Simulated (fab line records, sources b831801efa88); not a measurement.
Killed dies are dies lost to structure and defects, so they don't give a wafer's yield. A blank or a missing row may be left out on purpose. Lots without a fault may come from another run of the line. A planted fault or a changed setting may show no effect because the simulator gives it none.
A struck lot beside a sound one | flow sky130 | 14 steps out of a route of 708
Sound: wafers L246.4, L246.5, L246.6. Struck: wafers L258.2, L258.4, L258.6. The cause comes at the end.
At each step with rows: each side's tool, then ch and its chambers, then its first start. Under that, the readings that differ: sound wafers | struck wafers | difference of the means | sigmas: that difference in standard deviations of wafers without a fault.
alike: readings whose means differ by less than 2 such deviations, and words and numbers that are the same on both sides. not compared: withheld readings, readings that some wafer has no value for, bounds like >300 that may hide the same value, and numbers for which the record gives no deviation and whose values overlap.
The two part at a step that has a row with sigmas, a row that says differs or no value, or rows on one side only. Numbers that don't overlap but have no deviation are shown without sigmas and don't part them. A reading that every wafer of one side lacks parts them only if that side has two wafers or more.

SKY_METAL3_SPUTTER_04: material TiN, target thk 70 nm, time 58.3 s.
  sound on pvd_sputter-03, day 36 18:38; struck on pvd_sputter-02, day 40 13:18
  alike: throttle_valve_pct
SKY_CAPM_CVD_00: deposits SiO2, target thk 15.5 nm.
  sound on pecvd-03 ch 0,1,2, day 36 18:40; struck on pecvd-04 ch 0, day 40 13:20
  alike: heater_power_w, susceptor_temp_C
SKY_CAPM_THK_MEAS_01:
  sound on film_metro-04, day 36 18:43; struck on film_metro-04, day 40 13:23
  alike: CAPM_CVD_00_THK
SKY_CAPM_SPUTTER_02: material TiN, target thk 200 nm, time 166.7 s.
  sound on pvd_sputter-04, day 36 18:44; struck on pvd_sputter-04, day 40 13:26
  alike: susceptor_temp_C, throttle_valve_pct
SKY_CAPM_RS_MEAS_03: measures by four-point-probe.
  sound on film_metro-01, day 36 18:55; struck on film_metro-03, day 40 13:34
  alike: CAPM_TIN_RS
SKY_CAPM_THK_MEAS_04: measures by xrf.
  sound on film_metro-01, day 36 19:00; struck on film_metro-03, day 40 13:41
  alike: CAPM_TIN_THK
then, 6 steps without rows for these wafers: SKY_CAPM_DEHYDRATE_05 (time 60 s); SKY_CAPM_HMDS_06 (prime time 60 s); SKY_CAPM_COAT_07 (resist thk 1140 nm); SKY_CAPM_SOFTBAKE_08 (time 60 s); SKY_CAPM_EXPOSE_09 (exposes mask CAPM, target cd 1000 nm); SKY_CAPM_PEB_10.
SKY_CAPM_DEVELOP_11: develop time 60 s.
  sound on litho_track-01 ch 0, day 37 20:56; struck on litho_track-01, day 41 13:02
  no value came back on the struck wafers for chill_plate_temp_C (C), develop_time_s (s); on the sound wafers chill_plate_temp_C (C) reads 23.05 22.88 23.07
SKY_CAPM_OVL_MEAS_12:
  sound on overlay-01, day 37 21:01; struck on overlay-02, day 41 13:10
  reading       | sound          | struck | difference                    | sigmas
  CAPM_OVL (nm) | -0.7 -2.5 -2.2 | - - -  | no value on the struck wafers |

WHERE THEY PART
First at SKY_CAPM_DEVELOP_11; last, within this record, at SKY_CAPM_OVL_MEAS_12.

WHY: what the simulator had put in
Skipped step whole: litho_track-01, from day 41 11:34 on, at SKY_CAPM_DEVELOP_11. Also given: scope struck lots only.
